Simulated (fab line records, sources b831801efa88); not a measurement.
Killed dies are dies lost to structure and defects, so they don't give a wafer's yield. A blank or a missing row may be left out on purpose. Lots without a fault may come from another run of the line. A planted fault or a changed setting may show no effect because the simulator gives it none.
A struck lot beside a sound one | flow gf180mcu | 16 steps out of a route of 602
Sound: wafers L184.2, L184.4, L184.6. Struck: wafers L193.1, L193.3, L193.4. The cause comes at the end.
At each step with rows: each side's tool, then ch and its chambers, then its first start. Under that, the readings that differ: sound wafers | struck wafers | difference of the means | sigmas: that difference in standard deviations of wafers without a fault.
alike: readings whose means differ by less than 2 such deviations, and words and numbers that are the same on both sides. not compared: withheld readings, readings that some wafer has no value for, bounds like >300 that may hide the same value, and numbers for which the record gives no deviation and whose values overlap.
The two part at a step that has a row with sigmas, a row that says differs or no value, or rows on one side only. Numbers that don't overlap but have no deviation are shown without sigmas and don't part them. A reading that every wafer of one side lacks parts them only if that side has two wafers or more.

first, 6 steps without rows for these wafers: GF_PSD_HMDS_01 (prime time 60 s); GF_PSD_COAT_02 (resist thk 1000 nm); GF_PSD_SOFTBAKE_03 (time 60 s); GF_PSD_EXPOSE_04 (exposes mask Pplus, target cd 400 nm); GF_PSD_PEB_05; GF_PSD_DEVELOP_06 (develop time 59.07 s).
GF_PSD_CD_MEAS_07: target cd 400 nm.
  sound on cd_sem-02, day 17 06:34; struck on cd_sem-01, day 20 17:18
  alike: cd_nm
GF_PSD_OVL_MEAS_08:
  sound on overlay-01, day 17 06:41; struck on overlay-01, day 20 17:25
  alike: PSD_OVL
then, 1 step without rows for these wafers: GF_PSD_IMPLANT_09.
GF_PSD_STRIP_10: strips in O2/N2.
  sound on plasma_asher-04 ch 0,1, day 17 06:52; struck on plasma_asher-01 ch 0,1, day 20 17:37
  reading                     | sound       | struck      | difference | sigmas
  drypump_motor_current_A (A) | 5.9 6.4 6.4 | 4.7 4.7 5.7 | -1.2       | -2
  alike: heater_power_w, oes_product_au, strip_time_to_endpoint_s
  not compared: rf_hours_counter_h
GF_PSD_TW_MEAS_11:
  sound on film_metro-03, day 17 06:58; struck on film_metro-03, day 20 17:43
  alike: PSD_TW
then, 1 step without rows for these wafers: GF_PSD_CLEAN_12 (cleans in SC1/SC2, time 150 s).
GF_PSD_RTA_13: time 20 s.
  sound on rtp_anneal-02 ch 0, day 17 07:05; struck on rtp_anneal-02 ch 0, day 20 17:49
  reading          | sound                | struck               | difference | sigmas
  wafer_temp_C_max | 1036.2 1032.3 1032.7 | 1009.7 1009.3 1009.7 | -24.2      | -13
  alike: lamp_power_pct
GF_PSD_RS_MEAS_14: measures by four-point-probe.
  sound on film_metro-03, day 17 07:10; struck on film_metro-02, day 20 18:11
  reading         | sound             | struck            | difference | sigmas
  NSD_RS (ohm/sq) | 46.09 46.01 46.06 | 48.95 49.02 49.03 | +2.95      | +31
  not compared: hold
GF_PSD_RS_MEAS_15: measures by four-point-probe.
  sound on film_metro-03, day 17 07:17; struck on film_metro-02, day 20 22:06
  reading         | sound                | struck               | difference | sigmas
  PSD_RS (ohm/sq) | 107.76 108.10 108.13 | 124.08 123.86 124.06 | +16.00     | +55
  not compared: hold
GF_PASSIVATION_PROBE_99:
  the record has rows for the sound wafers here (prober-01, day 31 13:03) and none for the struck ones

WHERE THEY PART
First at GF_PSD_STRIP_10; last, within this record, at GF_PASSIVATION_PROBE_99.

WHY: what the simulator had put in
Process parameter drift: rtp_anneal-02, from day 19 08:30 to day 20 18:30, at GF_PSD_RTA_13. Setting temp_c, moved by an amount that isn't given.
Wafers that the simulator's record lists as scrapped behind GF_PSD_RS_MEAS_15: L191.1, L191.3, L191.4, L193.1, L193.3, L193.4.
